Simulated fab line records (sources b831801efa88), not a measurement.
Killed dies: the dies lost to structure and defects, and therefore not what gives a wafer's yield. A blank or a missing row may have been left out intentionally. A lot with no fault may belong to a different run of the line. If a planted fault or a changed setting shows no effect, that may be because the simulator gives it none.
Comparing a struck lot with a sound one :: flow sky130 :: 22 out of 708 route steps
Sound: the wafers L544.2, L544.4, L544.6. Struck: wafers L547.3, L547.4, L547.6. The cause comes at the end.
Per side, at each step with rows, come the tool, then ch with its chambers, and then its first start. Under that, the readings that differ: sound wafers :: struck wafers :: difference of the means :: sigmas: that difference in standard deviations of wafers without a fault.
alike: readings whose means differ by less than 2 such deviations, and words and numbers that are the same on both sides. not compared: withheld readings, readings that some wafer has no value for, bounds like >300 that may hide the same value, and numbers for which the record gives no deviation and whose values overlap.
A row with sigmas, a row that says differs or no value, or rows on one side alone: a step with any of these is where the two part. Numbers that have no deviation but don't overlap get no sigmas and don't part them. A reading that every wafer of one side lacks parts them only if that side has two wafers or more.

first, 2 steps without rows for these wafers: SKY_RES_PROTECT_DEVELOP_06 (develop time 60 s); SKY_POLY_GATE_IMPLANT_02.
SKY_RES_PROTECT_STRIP_07: strips in O2/N2.
  sound on plasma asher-04 ch 1, day 17 04:17; struck on plasma asher-02 ch 0,1, day 18 10:50
  alike: drypump motor current A, oes product au, strip time to endpoint s
  not compared: rf hours counter h
SKY_RES_PROTECT_TW_MEAS_08:
  sound on film metro-02, day 17 04:24; struck on film metro-02, day 18 10:56
  alike: POLY_GATE_TW
then, 2 steps without rows for these wafers: SKY_RES_PROTECT_CLEAN_09 (cleans in SC1/SC2, time 150 s); SKY_POLY_GATE_CVD_03 (deposits Si3N4 from DCS/NH3, target thk 75 nm, time 1290 s).
SKY_POLY_GATE_THK_MEAS_04:
  sound on film metro-03, day 17 07:09; struck on film metro-01, day 18 14:43
reading: POLY_GATE_CVD_03_THK (nm)
sound: 74.7 75.2 75.0
struck: 72.8 72.7 72.8
difference: -2.2
sigmas: -3
then, 5 steps without rows for these wafers: SKY_POLY_GATE_DEHYDRATE_05 (time 60 s); SKY_POLY_GATE_HMDS_06 (prime time 60 s); SKY_POLY_GATE_COAT_07 (resist thk 110 nm); SKY_POLY_GATE_COAT_08 (resist thk 450 nm); SKY_POLY_GATE_SOFTBAKE_09 (time 90 s).
SKY_POLY_GATE_EXPOSE_10: exposes mask P1M, target cd 150 nm.
  sound on krf scanner-01 ch 0, day 17 22:59; struck on krf scanner-02 ch 0, day 19 06:30
reading: exposure dose mJ cm2
sound: 28.039 28.036 28.065
struck: 29.855 29.881 29.890
difference: +1.829
sigmas: +68
  alike: mask, focus offset nm
then, 2 steps without rows for these wafers: SKY_POLY_GATE_PEB_11; SKY_POLY_GATE_DEVELOP_12 (develop time 60 s).
SKY_POLY_GATE_CD_MEAS_13 targets a cd of 150 nm.
  sound on cd sem-01, day 18 12:53; struck on cd sem-01, day 19 21:30
reading: cd nm (nm)
sound: 150.6 149.5 150.6
struck: 138.1 138.4 139.0
difference: -11.7
sigmas: -10
SKY_POLY_GATE_OVL_MEAS_14:
  sound on overlay-02, day 18 12:59; struck on overlay-02, day 19 21:35
  alike: POLY_GATE_OVL
SKY_POLY_GATE_ETCH_15: etches BARC in N2/H2, stops on SiO2, time 118.5 s, target depth 110 nm.
  sound on rie diel-04 ch 2,3, day 18 13:01; struck on rie diel-04 ch 0,2, day 19 21:37
reading: model.POLY_GATE.cd nm (nm)
sound: 149.9 148.8 151.1
struck: 137 136.2 137.4
difference: -13
sigmas: 
  alike: drypump motor current A, oes product au, throttle valve pct
  not compared: rf hours counter h
SKY_POLY_GATE_ETCH_16: etches Si3N4 in CH3F/O2, stops on poly-Si, time 147.5 s, target depth 75 nm.
  sound on rie diel-04 ch 2,3, day 18 13:06; struck on rie diel-04 ch 0,2, day 19 21:42
  alike: drypump motor current A, oes product au, throttle valve pct
  not compared: rf hours counter h
SKY_POLY_GATE_ETCH_17: etches poly-Si in HBr/Cl2, stops on SiO2, target depth 180 nm, time 70.5 s.
  sound on rie si-01 ch 0,2, day 18 13:12; struck on rie si-02 ch 0,1,2, day 19 21:48
reading: model.POLY_GATE.cd nm (nm)
sound: 150.5 147.8 152.8
struck: 137.5 135.9 136.6
difference: -13.7
sigmas: 
  alike: drypump motor current A, he backside leak sccm, mfc cl2 sccm, oes product au, throttle valve pct
  not compared: rf hours counter h
SKY_POLY_GATE_STRIP_18: strips in O2/N2.
  sound on plasma asher-03 ch 0,1, day 18 13:15; struck on plasma asher-01 ch 0,1, day 19 21:53
  alike: drypump motor current A, oes product au, strip time to endpoint s
  not compared: rf hours counter h
-- here the record skips 28 days between the struck wafers' starts before and after, leaving off in module POLY_GATE and picking up in module PAD_OPEN (first step shown: number 708 of the route) --
SKY_PAD_OPEN_PROBE_99:
  sound on prober-02, day 47 09:50; struck on prober-02, day 48 07:59
reading: model.etest.pfet_01v8.r on ohm um
sound: 2886 2854 2965
struck: 2740 2691 2708
difference: -189
sigmas: 

reading: model.etest.pfet g5v0d10v5.r on ohm um
sound: 4763 4772 4801
struck: 4665 4644 4725
difference: -101
sigmas: 

reading: model.etest.res poly.line ohm um
sound: 499.9 525.1 487.7
struck: 582.1 590.4 589.6
difference: +83.1
sigmas: 

reading: model.etest.nfet_01v8.r on ohm um
sound: 859.2 842.5 871
struck: 807.3 783 769.1
difference: -71.1
sigmas: 

reading: model.etest.sonos uncharged.r on ohm um
sound: 812.7 808.9 812.7
struck: 787.3 767.3 765.2
difference: -38.2
sigmas: 

reading: model.etest.nfet_01v8_lvt.drive ua um
sound: 559.1 571.5 549.9
struck: 589.7 603.5 616.9
difference: +43.2
sigmas: 

reading: model.etest.sram nfet pass.drive ua um
sound: 473.3 490.2 461.6
struck: 512.2 531.6 531.8
difference: +50.2
sigmas: 
  alike: killed_at_M0_to_M3, killed_at_M4_up, killed at contacts, killed at front end, killed at other, killed dies, killed open, killed short
  not compared: model.etest.res high po.line ohm um

## WHERE THEY PART
Earliest at SKY_POLY_GATE_THK_MEAS_04; latest, in this record, at SKY_POLY_GATE_CD_MEAS_13. Later steps at which nothing parts them and some readings are alike: SKY_POLY_GATE_OVL_MEAS_14, SKY_POLY_GATE_ETCH_15, SKY_POLY_GATE_ETCH_16, SKY_POLY_GATE_ETCH_17, SKY_POLY_GATE_STRIP_18, SKY_PAD_OPEN_PROBE_99.

WHY: what the simulator had put in
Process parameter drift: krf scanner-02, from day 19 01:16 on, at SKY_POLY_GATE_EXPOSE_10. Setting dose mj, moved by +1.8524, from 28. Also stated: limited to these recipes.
